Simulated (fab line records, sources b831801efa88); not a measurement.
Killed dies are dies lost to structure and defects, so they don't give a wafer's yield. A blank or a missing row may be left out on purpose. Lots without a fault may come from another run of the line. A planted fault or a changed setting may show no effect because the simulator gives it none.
A struck lot beside a sound one | flow sky130 | 21 steps out of a route of 708
Sound: wafers L540.3, L540.4, L540.6. Struck: wafers L545.1, L545.4, L545.5. The cause comes at the end.
At each step with rows: each side's tool, then ch and its chambers, then its first start. Under that, the readings that differ: sound wafers | struck wafers | difference of the means | sigmas: that difference in standard deviations of wafers without a fault.
alike: readings whose means differ by less than 2 such deviations, and words and numbers that are the same on both sides. not compared: withheld readings, readings that some wafer has no value for, bounds like >300 that may hide the same value, and numbers for which the record gives no deviation and whose values overlap.
The two part at a step that has a row with sigmas, a row that says differs or no value, or rows on one side only. Numbers that don't overlap but have no deviation are shown without sigmas and don't part them. A reading that every wafer of one side lacks parts them only if that side has two wafers or more.

SKY_METAL2_SPUTTER_00: material Ti, target thk 15 nm, time 10 s.
  sound on pvd_sputter-01, day 37 06:44; struck on pvd_sputter-01, day 38 15:19
  alike: throttle_valve_pct
SKY_METAL2_SPUTTER_01: material TiN, target thk 20 nm, time 16.7 s.
  sound on pvd_sputter-01, day 37 06:45; struck on pvd_sputter-01, day 38 15:20
  alike: throttle_valve_pct
then, 1 step without rows for these wafers: SKY_METAL2_SPUTTER_02 (material AlCu, target thk 250 nm, time 13.3 s).
SKY_METAL2_SPUTTER_03: material Ti, target thk 5 nm, time 3.3 s.
  sound on pvd_sputter-01, day 37 06:48; struck on pvd_sputter-01, day 38 15:23
  alike: throttle_valve_pct
SKY_METAL2_SPUTTER_04: material TiN, target thk 70 nm, time 58.3 s.
  sound on pvd_sputter-01, day 37 06:49; struck on pvd_sputter-01, day 38 15:24
  alike: throttle_valve_pct
SKY_METAL2_RS_MEAS_05: measures by four-point-probe.
  sound on film_metro-02, day 37 06:55; struck on film_metro-02, day 38 15:27
  alike: METAL2_ALCU_RS
SKY_METAL2_THK_MEAS_06: measures by xrf.
  sound on film_metro-02, day 37 07:01; struck on film_metro-02, day 38 15:34
  alike: METAL2_ALCU_THK
then, 5 steps without rows for these wafers: SKY_METAL2_DEHYDRATE_07 (time 60 s); SKY_METAL2_HMDS_08 (prime time 60 s); SKY_METAL2_COAT_09 (resist thk 60 nm); SKY_METAL2_COAT_10 (resist thk 450 nm); SKY_METAL2_SOFTBAKE_11 (time 90 s).
SKY_METAL2_EXPOSE_12: exposes mask MM2, target cd 140 nm.
  sound on krf_scanner-01 ch 0, day 37 19:32; struck on krf_scanner-01 ch 0, day 39 04:16
  reading              | sound                | struck               | difference | sigmas
  exposure_dose_mJ_cm2 | 28.000 28.048 28.012 | 28.505 28.437 28.475 | +0.452     | +16
  alike: mask
then, 2 steps without rows for these wafers: SKY_METAL2_PEB_13; SKY_METAL2_DEVELOP_14 (develop time 60 s).
SKY_METAL2_CD_MEAS_15: target cd 140 nm.
  sound on cd_sem-01, day 38 08:28; struck on cd_sem-02, day 39 16:26
  reading    | sound             | struck            | difference | sigmas
  cd_nm (nm) | 141.2 141.6 143.2 | 135.3 135.2 134.4 | -7.0       | -4
SKY_METAL2_OVL_MEAS_16:
  sound on overlay-01, day 38 08:34; struck on overlay-01, day 39 16:33
  alike: METAL2_OVL
SKY_METAL2_DESCUM_17: chemistry O2, time 8 s.
  sound on rie_metal-03 ch 0,1, day 38 08:36; struck on rie_metal-02 ch 1, day 39 16:35
  reading                 | sound             | struck            | difference | sigmas
  model.METAL2.cd_nm (nm) | 141.1 140.4 141.2 | 135.6 135.6 135.1 | -5.5       |
  alike: drypump_motor_current_A, oes_product_au
  not compared: rf_hours_counter_h
SKY_METAL2_ETCH_18: etches BARC in N2/H2, stops on SiO2, time 45.9 s, target depth 60 nm.
  sound on rie_metal-03 ch 0,1, day 38 08:38; struck on rie_metal-02 ch 1, day 39 16:37
  reading                 | sound             | struck        | difference | sigmas
  model.METAL2.cd_nm (nm) | 141.5 143.2 143.9 | 135 135 134.7 | -8         |
  alike: drypump_motor_current_A, oes_product_au, throttle_valve_pct
  not compared: rf_hours_counter_h
SKY_METAL2_METAL_ETCH_19: etches the open film in Cl2/BCl3, stops on SiO2, target depth 360 nm, time 78 s.
  sound on rie_metal-03 ch 0,1, day 38 08:43; struck on rie_metal-02 ch 1, day 39 16:41
  alike: drypump_motor_current_A, oes_product_au, throttle_valve_pct
  not compared: rf_hours_counter_h
SKY_PAD_OPEN_PROBE_99:
  the record has rows for the sound wafers here (prober-01, day 48 09:23) and none for the struck ones

WHERE THEY PART
First at SKY_METAL2_EXPOSE_12; last, within this record, at SKY_PAD_OPEN_PROBE_99.

WHY: what the simulator had put in
Process parameter drift: krf_scanner-01, from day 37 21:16 on, at SKY_METAL2_EXPOSE_12. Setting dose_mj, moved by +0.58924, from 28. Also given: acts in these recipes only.
